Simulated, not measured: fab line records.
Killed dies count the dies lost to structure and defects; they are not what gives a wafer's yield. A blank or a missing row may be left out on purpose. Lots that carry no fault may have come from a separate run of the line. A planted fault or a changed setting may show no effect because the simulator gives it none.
A struck lot beside a sound one | flow sfq line | 42 out of 325 route steps
Sound: wafers L953.1, L953.4, L953.5. Struck: wafers L957.2, L957.6. (L957.4 of the same lot was not struck and is left out.) The cause comes at the end.
Each step with rows lists, per side, the tool, then ch with its chambers, then its first start. Under that, the readings that differ: sound wafers | struck wafers | difference of the means | sigmas: that difference in standard deviations of wafers without a fault.
alike: readings whose means differ by less than 2 such deviations, and words and numbers that are the same on both sides. not compared: withheld readings, readings that some wafer has no value for, bounds like >300 that may hide the same value, and numbers for which the record gives no deviation and whose values overlap.
The two part at a step that has a row with sigmas, a row that says differs or no value, or rows on one side only. Non-overlapping numbers with no deviation appear without sigmas and do not part them. A reading missing from all wafers of one side parts the sides only when that side holds two or more wafers.

first, 6 steps without rows for these wafers: SFQ_TRILAYER_L0_VIA_LITHO_COAT_018 (resist thk 62 nm); SFQ_TRILAYER_L0_VIA_LITHO_COAT_013 (resist thk 650 nm); SFQ_TRILAYER_L0_VIA_LITHO_SOFTBAKE_017; SFQ_TRILAYER_L0_VIA_LITHO_EXPOSE_014 (exposes mask L0V, target cd 700 nm); SFQ_TRILAYER_L0_VIA_LITHO_PEB_016 (peb time 60 s); SFQ_TRILAYER_L0_VIA_LITHO_DEVELOP_015 (time 60 s).
SFQ_L0V_OVL_MEAS_903:
  sound: overlay-02 at day 5 22:01; struck: overlay-02 at day 6 22:04
  reading      | sound | struck | difference | sigmas
  L0V_OVL (nm) | 1 8 5 | -7 -4  | -10        | -2
then, 1 step without rows for these wafers: SFQ_TRILAYER_L0_VIA_BARC_OPEN_VIA_ETCH_021 (etches BARC in O2, target depth 125 nm, time 41.7 s).
SFQ_TRILAYER_L0_VIA_ETCH_VIA_ETCH_016: etches SiO2 in CHF3, stops on MoNx KI, target depth 80 nm.
  sound on rie diel-04 ch 0,2, day 5 22:05; struck on rie diel-02 ch 0,1, day 6 22:08
  alike: drypump motor current A, oes product au
then, 3 steps without rows for these wafers: SFQ_TRILAYER_L0_VIA_STRIP_STRIP_017 (strips in O2); SFQ_TRILAYER_L0_VIA_STRIP_SOLV_CLEAN_018 (cleans in NMP, time 600 s); SFQ_TRILAYER_M0_DEP_PRE_CLEAN_020 (time 15 s).
SFQ_TRILAYER_M0_DEP_SPUTTER_019: material Nb, target thk 200 nm, time 133.3 s.
  sound: pvd sputter-05 at day 5 22:56; struck: pvd sputter-05 at day 6 22:59
  reading                                             | sound             | struck      | difference | sigmas
  model.Nb_of_TRILAYER_M0_DEP_SPUTTER_019.thk nm (nm) | 202.1 200.8 200.6 | 336.8 333.7 | +134.1     |
  alike: throttle valve pct
SFQ_M0_RS_MEAS_904: measures by four-point-probe.
  sound: film metro-03 at day 5 23:01; struck: film metro-04 at day 6 23:06
  reading           | sound             | struck      | difference | sigmas
  M0_NB_RS (ohm/sq) | 0.879 0.884 0.883 | 0.527 0.532 | -0.352     | -48
then, 6 steps without rows for these wafers: SFQ_TRILAYER_M0_LITHO_COAT_026 (resist thk 62 nm); SFQ_TRILAYER_M0_LITHO_COAT_021 (resist thk 600 nm); SFQ_TRILAYER_M0_LITHO_SOFTBAKE_025; SFQ_TRILAYER_M0_LITHO_EXPOSE_022 (exposes mask M0, target cd 500 nm); SFQ_TRILAYER_M0_LITHO_PEB_024 (peb time 60 s); SFQ_TRILAYER_M0_LITHO_DEVELOP_023 (time 60 s).
-- the record jumps here: 3 days lie between the struck wafers' starts before and after --
SFQ_M0_OVL_MEAS_906:
  sound: overlay-01 at day 9 02:20; struck: overlay-01 at day 10 03:33
  alike: M0_OVL
then, 1 step without rows for these wafers: SFQ_TRILAYER_M0_BARC_OPEN_METAL_ETCH_031 (etches BARC in O2, target depth 125 nm, time 41.7 s).
SFQ_TRILAYER_M0_ETCH_METAL_ETCH_024: etches Nb in Cl2/Ar, stops on SiO2, target depth 240 nm, time 120 s.
  sound on rie metal-01 ch 0,1, day 9 02:26; struck on rie metal-04 ch 1, day 10 03:38
  reading               | sound             | struck      | difference | sigmas
  oes product au (a.u.) | 0.903 0.893 0.900 | 0.994 0.992 | +0.094     | +16
  alike: drypump motor current A, he backside leak sccm
  not compared: rf hours counter h
then, 2 steps without rows for these wafers: SFQ_TRILAYER_M0_STRIP_STRIP_025 (strips in O2); SFQ_TRILAYER_M0_STRIP_SOLV_CLEAN_026 (cleans in NMP, time 600 s).
SFQ_TRILAYER_I0_DEP_PECVD_027: deposits SiO2 from SiH4/N2O, time 111.11 s, target thk 500 nm.
  sound on pecvd-04 ch 1,2, day 9 03:20; struck on pecvd-01 ch 1,2, day 10 04:32
  reading                | sound          | struck    | difference | sigmas
  heater power w (W)     | 140 140 105    | 81 70     | -53        | -3
  throttle valve pct (%) | 27.1 27.1 24.6 | 22.5 23.0 | -3.5       | -2
SFQ_TRILAYER_I0_CMP_CMP_028: polishes SiO2.
  sound on cmp-01 ch 0,2, day 9 08:47; struck on cmp-01 ch 0, day 10 04:37
  alike: head pressure psi, motor current A, time to endpoint s
SFQ_I0_BOW_MEAS_907:
  sound: film metro-02 at day 9 11:17; struck: film metro-04 at day 10 07:38
  alike: I0_BOW
then, 7 steps without rows for these wafers: SFQ_TRILAYER_I0_METRO_MEASURE_029; SFQ_TRILAYER_I0_VIA_LITHO_COAT_036 (resist thk 62 nm); SFQ_TRILAYER_I0_VIA_LITHO_COAT_031 (resist thk 650 nm); SFQ_TRILAYER_I0_VIA_LITHO_SOFTBAKE_035; SFQ_TRILAYER_I0_VIA_LITHO_EXPOSE_032 (exposes mask I0, target cd 500 nm); SFQ_TRILAYER_I0_VIA_LITHO_PEB_034 (peb time 60 s); SFQ_TRILAYER_I0_VIA_LITHO_DEVELOP_033 (time 60 s).
-- the record jumps here: 4 days lie between the struck wafers' starts before and after --
SFQ_I0_OVL_MEAS_908:
  sound: overlay-01 at day 13 11:56; struck: overlay-01 at day 14 13:15
  alike: I0_OVL
then, 1 step without rows for these wafers: SFQ_TRILAYER_I0_VIA_BARC_OPEN_VIA_ETCH_046 (etches BARC in O2, target depth 125 nm, time 41.7 s).
SFQ_TRILAYER_I0_VIA_ETCH_VIA_ETCH_034: etches SiO2 in CHF3, stops on Nb, target depth 260 nm.
  sound on rie diel-04 ch 0,3, day 13 12:01; struck on rie diel-04 ch 3, day 14 13:19
  alike: drypump motor current A, oes product au
SFQ_TRILAYER_I0_VIA_STRIP_STRIP_035: strips in O2.
  sound on rie metal-03 ch 0,1, day 13 12:08; struck on rie metal-04 ch 0,1, day 14 13:26
  alike: drypump motor current A, he backside leak sccm, oes product au
  not compared: rf hours counter h
then, 2 steps without rows for these wafers: SFQ_TRILAYER_I0_VIA_STRIP_SOLV_CLEAN_036 (cleans in NMP, time 600 s); SFQ_TRILAYER_M1_DEP_PRE_CLEAN_038 (time 22.5 s).
-- the record jumps here: 72 days lie between the struck wafers' starts before and after --
SFQ_M8_BOW_MEAS_951:
  sound: film metro-04 at day 85 22:43; struck: film metro-02 at day 86 10:20
  reading                       | sound                | struck        | difference | sigmas
  model.etest.m0.comb log10 ohm | 12 12 12             | 0 0           | -12        |
  model.etest.m0.ohm sq         | 0.8808 0.8866 0.8874 | 0.5285 0.5334 | -0.3540    |
  alike: M8_BOW

WHERE THEY PART
Last at SFQ_TRILAYER_I0_DEP_PECVD_027 as far as this record goes, first at SFQ_L0V_OVL_MEAS_903. Later steps at which nothing parts them and some readings are alike: SFQ_TRILAYER_I0_CMP_CMP_028, SFQ_I0_BOW_MEAS_907, SFQ_I0_OVL_MEAS_908, SFQ_TRILAYER_I0_VIA_ETCH_VIA_ETCH_034, SFQ_TRILAYER_I0_VIA_STRIP_STRIP_035, SFQ_M8_BOW_MEAS_951.

WHY: what the simulator had put in
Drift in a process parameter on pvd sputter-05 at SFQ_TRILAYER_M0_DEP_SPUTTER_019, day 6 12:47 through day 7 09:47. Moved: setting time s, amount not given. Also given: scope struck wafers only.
